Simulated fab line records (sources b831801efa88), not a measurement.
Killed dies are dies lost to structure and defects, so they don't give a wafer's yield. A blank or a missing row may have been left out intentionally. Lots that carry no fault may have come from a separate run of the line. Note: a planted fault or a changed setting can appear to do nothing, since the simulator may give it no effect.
2 desks looking at one fault | flow gf180mcu | numbers are kept per desk, each desk with only its own; the story behind them comes last

== AT THE TOOL OWNER'S DESK: implanter-03 ==
For each lot that ran on this tool, the mean over its sampled wafers that have a number, from the tool's own readings at GF_HV_LDD_IMPLANT_34. A lot is out of limits, marked OUT, if its mean lies more than 4 standard deviations from the usual mean; the brackets give that distance.
Columns: A = beam-on-s at GF_HV_LDD_IMPLANT_34, usual 9.98 s; B = dose-ions-cm2 at GF_HV_LDD_IMPLANT_34, usual 7.499e+12; C = end-station-pressure-torr at GF_HV_LDD_IMPLANT_34, usual 5.05e-06 Torr; D = faraday-current-uA at GF_HV_LDD_IMPLANT_34, usual 42.4; E = tilt-deg at GF_HV_LDD_IMPLANT_34, usual 30.000 degrees
lot  | first seen here | A               | B         | C        | D               | E
L787 | day 14 03:10    | 8.97 (-4.8) OUT | 7.503e+12 | 4.86e-06 | 47.2 (+5.6) OUT | 29.954
L789 | day 14 18:06    | 9.04 (-4.5) OUT | 7.504e+12 | 5.00e-06 | 46.8 (+5.1) OUT | 30.014
L802 | day 18 23:02    | 10.09           | 7.502e+12 | 5.00e-06 | 41.9            | 30.018
Finding of this desk: L787, L789 out of limits; the first was L787 at day 14 03:10, on beam-on-s at GF_HV_LDD_IMPLANT_34. Within limits: L802.

== AT THE METROLOGY DESK ==
Lot by lot, what the gauges showed, no matter which tool ran the lot: averages of those sampled wafers that carry a number. A lot is out of limits, marked OUT, if its mean lies more than 4 standard deviations from the usual mean; the brackets give that distance.
Columns: A = HV_LDD_2_TW at GF_HV_LDD_TW_MEAS_23, usual 1051; B = cd-nm at GF_HV_LDD_CD_MEAS_31, usual 399.9 nm; C = HV_LDD_02_OVL at GF_HV_LDD_OVL_MEAS_32, usual 1.2 nm
lot  | first seen here | A    | B     | C
L780 | day 11 00:08    | 1062 | 402.6 | 0.1
L787 | day 13 06:53    | 1037 | 399.2 | 0.2
L788 | day 13 17:29    | 1069 | 398.9 | 1.5
L789 | day 13 20:26    | 1068 | 402.1 | 0.0
L801 | day 17 21:44    | 1042 | 400.8 | -0.0
L802 | day 17 23:52    | 1050 | 398.0 | 2.0
This desk's verdict: no lot among the 6 shows anything out of limits.

== PUT TOGETHER ==
On L787, L789, at day 14 03:10, an alarm was possible from the tool owner's desk.
The metrology desk saw nothing out of limits.
The metrology desk has L787, L789 on record, within its limits.
Every lot named ran GF_HV_LDD_IMPLANT_34 on implanter-03.

== WHAT THE SIMULATOR HAD INSERTED ==
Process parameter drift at GF_HV_LDD_IMPLANT_34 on implanter-03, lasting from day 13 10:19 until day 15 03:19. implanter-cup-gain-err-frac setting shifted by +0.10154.
Struck lots among those shown: L787, L789.
How many hours passed from the start of the fault until each desk's first out-of-limits reading: the tool owner's desk, 17.
